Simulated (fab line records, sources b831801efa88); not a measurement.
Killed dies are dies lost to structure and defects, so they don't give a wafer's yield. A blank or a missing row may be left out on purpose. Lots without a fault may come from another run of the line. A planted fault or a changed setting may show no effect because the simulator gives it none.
Which tool did it? | flow gf180mcu | 14 lots, 42 wafers sampled, at 1 step of a route of 602

WHAT THE GAUGES READ, wafer by wafer
GF_M4_THK_MEAS_06: measures by xrf.
lot  | measured     | on            | M4_ALCU_THK (nm)
L240 | day 23 06:38 | film_metro-02 | 454 458 455
L241 | day 23 17:13 | film_metro-03 | 454 448 456
L242 | day 23 19:07 | film_metro-03 | 463 455 462
L244 | day 24 22:11 | film_metro-02 | 465 447 467
L245 | day 25 06:02 | film_metro-02 | 469 459 457
L248 | day 25 23:14 | film_metro-04 | 460 460 456
L252 | day 27 01:32 | film_metro-04 | 453 469 452
L256 | day 28 11:20 | film_metro-02 | 456 458 464
L258 | day 29 00:20 | film_metro-03 | 451 451 453
L259 | day 29 08:46 | film_metro-02 | 454 453 456
L260 | day 29 14:01 | film_metro-03 | 465 461 469
L261 | day 30 01:29 | film_metro-02 | 464 468 470
L262 | day 30 04:07 | film_metro-02 | 458 464 457
L263 | day 30 10:18 | film_metro-03 | 469 453 457

WHICH TOOL RAN EACH LOT (tool, then ch and the chambers of the sampled wafers, then the start)
The record holds no process step before these readings.

WHAT THE TOOLS THEMSELVES READ (means of the sampled wafers that have a number; where no wafer has one, the mark that the record gives instead)
The record holds no such reading with a usual standard deviation.

THE ANSWER, worked out from the rows above alone
Rule: what is usual is taken from the lots themselves. Put in order of their means at a reading, lots are off if they are a third of the lots or fewer, leave a main group of 4 or more, and stand apart from it by a gap of 3 or more times the standard deviation of the main group's means; of several such gaps the widest counts. A main group whose means are all the same, to the digits that the tables above print for the reading, isn't used. A lot without any number at a reading at which 4 lots or more have one is off too. The other lots that the step has rows for count as sound. The gauges are gone through in route order, then the tools' own readings, and for those a lot's mean is taken as printed above. The first step at which some lot is off is used, and at that step the reading that is off furthest; a lot without a number counts as furthest.
No lot is off at any reading shown: from this, nothing can be told.

WHAT THE SIMULATOR HAD PUT IN
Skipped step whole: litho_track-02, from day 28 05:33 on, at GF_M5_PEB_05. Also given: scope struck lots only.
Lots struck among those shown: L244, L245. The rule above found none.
